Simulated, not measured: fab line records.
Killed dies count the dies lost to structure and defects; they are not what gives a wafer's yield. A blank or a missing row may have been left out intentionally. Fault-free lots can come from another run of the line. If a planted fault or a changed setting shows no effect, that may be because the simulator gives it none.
Code-filled problem report in 8D (eight disciplines) form :: flow sky130 :: the parts of the form that need people (team, actions taken, sign-off) are left out

## 1. WHAT WENT WRONG
cd nm at SKY_METAL4_CD_MEAS_13 reads a mean of 188.7 nm on 6 wafers of 2 lots; wafers without a fault read 299.5 nm with a standard deviation of 1.5. That is -74 standard deviations from the usual mean.
The step: target cd 300 nm.
The first sign was on wafer L478.2 at day 44 13:48, on cd sem-02. The record has a number at this step for 39 wafers belonging to 13 lots. The rule behind "out" and "out of limits": a value lying over 4 standard deviations away from the usual mean. Any other wafer with a number is counted as sound.

## 2. WHAT IT IS; WHAT IT IS NOT
question: which readings at this step
is: cd nm
is not: -

question: which lots
is: L478, L479
is not: L469, L470, L471, L472, L473, L474, L475, L488, L489, L491, L492

question: which wafers of those lots
is: all that have a number
is not: -

question: read on which gauges
is: cd sem-01, cd sem-02
is not: -

question: when
is: from day 44 13:48
is not: up to then (21 sound wafers); but 12 sound wafers of L488, L489, L491, L492 came after

## 3. THE SUSPECTS, EACH WITH WHAT RULES IT OUT
Counting: a tool at any process step up to the reading remains a suspect when it ran all the lots that are out and ran no sound lot after the first of those.
- the gauge at SKY_METAL4_CD_MEAS_13 has been ruled out. Those wafers that are out were read across 2 gauges (cd sem-01, cd sem-02).
- krf scanner-02 at SKY_METAL4_EXPOSE_10 (exposes mask MM4, target cd 300 nm): kept. Every lot that is out went through it, starting with L478 (day 44 02:50), and after that it ran no sound lot; the last sound lot it ran before then is L475 (day 43 05:11).
Remaining after the count: krf scanner-02 at SKY_METAL4_EXPOSE_10.

## 4. THE CAUSE (what the simulator had put in)
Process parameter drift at SKY_METAL4_EXPOSE_10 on krf scanner-02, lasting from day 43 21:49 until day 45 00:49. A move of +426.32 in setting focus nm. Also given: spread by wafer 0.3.
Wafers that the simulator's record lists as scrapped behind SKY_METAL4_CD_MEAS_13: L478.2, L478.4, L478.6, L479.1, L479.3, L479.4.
This tool alone remained once counting was done.

## 5. THE EFFECT CHAIN, in route order
Rows list readings where the struck wafers' mean (over those with a number) sits beyond 3 standard deviations from the usual. Only readings whose record carries a usual standard deviation are examined. hours: median over the lots of the time between each lot's start at the first step of this table that gives one and its start at this step. sigmas: the change, counted in usual standard deviations.
hours: 0
step: SKY_METAL4_CD_MEAS_13
reading: cd nm
usual: 299.5 nm
on struck wafers: 188.7
change: -110.8
sigmas: -74

## 6. HOW IT WOULD HAVE BEEN CAUGHT EARLIER
In this record the first reading out of limits at a measuring or inspecting step was taken at day 44 13:48, 16 hours after the fault began at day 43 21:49.
Lots out: 2; all had begun SKY_METAL4_EXPOSE_10 on krf scanner-02 by day 44 13:48. Had the tool been put on hold then, not one of them would have been saved.
